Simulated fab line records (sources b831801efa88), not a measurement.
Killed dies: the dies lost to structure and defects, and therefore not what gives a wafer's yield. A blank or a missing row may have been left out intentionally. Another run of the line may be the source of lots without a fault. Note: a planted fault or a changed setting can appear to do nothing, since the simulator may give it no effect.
The same fault as seen by 2 desks + flow gf180mcu + only its own numbers are on each desk; what lay behind them is given at the end

== AT THE METROLOGY DESK ==
Lot by lot, what the gauges showed, no matter which tool ran the lot: averages of those sampled wafers that carry a number. Marked OUT: a lot whose mean sits more than 4 standard deviations from the usual mean, which makes it out of limits; the brackets give that distance.
Columns: A = NSD_OVL at GF_NSD_OVL_MEAS_08, usual -1.4 nm; B = CONTACT_W_RS at GF_CONTACT_RS_MEAS_25, usual 0.383 ohm/sq; C = CONTACT_W_THK at GF_CONTACT_THK_MEAS_26, usual 298 nm
| lot  | first seen here | A    | B               | C             |
|------|-----------------|------|-----------------|---------------|
| L464 | day 13 20:09    | -0.2 | 0.388           | 294           |
| L467 | day 14 14:30    | -1.3 | 0.702 (+73) OUT | 165 (-34) OUT |
| L468 | day 15 01:22    | -0.3 | 0.690 (+70) OUT | 168 (-33) OUT |
| L477 | day 18 04:21    | -2.2 | 0.380           | 299           |
| L478 | day 18 09:44    | 1.2  | 0.377           | 303           |
| L479 | day 18 21:51    | -2.0 | 0.380           | 300           |
| L480 | day 19 04:30    | 0.3  | 0.381           | 298           |
| L481 | day 19 11:12    | 0.0  | 0.374           | 306           |
| L482 | day 19 22:28    | -3.5 | 0.382           | 298           |
| L483 | day 20 07:49    | -1.4 | 0.385           | 298           |
| L485 | day 21 01:07    | -2.3 | 0.383           | 295           |
This desk finds L467, L468 out of limits, with the earliest case on L467 at day 17 12:02 (CONTACT_W_RS at GF_CONTACT_RS_MEAS_25). In limits: L464, L477, L478, L479, L480, L481, L482, L483, L485.

== DESK OF THE TOOL OWNER: cvd_w-01 ==
The tool's own readings at GF_CONTACT_CVD_24 (deposits W, target thk 300 nm, time 90.339 s): means of the sampled wafers that have a number, for each lot that ran on this tool. Marked OUT: a lot whose mean sits more than 4 standard deviations from the usual mean, which makes it out of limits; the brackets give that distance.
Columns: A = heater_power_outer_w at GF_CONTACT_CVD_24, usual 530 W; B = heater_power_w at GF_CONTACT_CVD_24, usual 857 W; C = susceptor_temp_C at GF_CONTACT_CVD_24, usual 399.98 C
| lot  | first seen here | A   | B              | C                        |
|------|-----------------|-----|----------------|--------------------------|
| L467 | day 17 11:55    | 432 | 718            | 369.43 (-99 or more) OUT |
| L468 | day 17 23:19    | 432 | 702 (-4.4) OUT | 369.67 (-99 or more) OUT |
| L477 | day 21 08:34    | 538 | 878            | 400.06                   |
| L478 | day 21 13:23    | 540 | 853            | 399.82                   |
| L479 | day 22 01:50    | 545 | 867            | 400.05                   |
| L480 | day 22 08:02    | 534 | 884            | 399.81                   |
| L481 | day 22 14:35    | 541 | 886            | 399.83                   |
Finding of this desk: L467, L468 out of limits; the first was L467 at day 17 11:55, on susceptor_temp_C at GF_CONTACT_CVD_24. In limits: L477, L478, L479, L480, L481.

== PUT TOGETHER ==
An alarm could have come from the tool owner's desk at day 17 11:55, on L467, L468.
At day 17 12:02 the metrology desk could have sounded an alarm, on L467, L468.
Of the lots named, all ran GF_CONTACT_CVD_24 on cvd_w-01.

== WHAT WAS PUT IN BY THE SIMULATOR ==
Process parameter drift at GF_CONTACT_CVD_24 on cvd_w-01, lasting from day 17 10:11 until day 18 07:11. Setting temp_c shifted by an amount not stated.
Shown lots that were struck: L467, L468.
Time in hours from fault onset to the first out-of-limits reading at each desk: tool owner's desk 2, metrology desk 2.
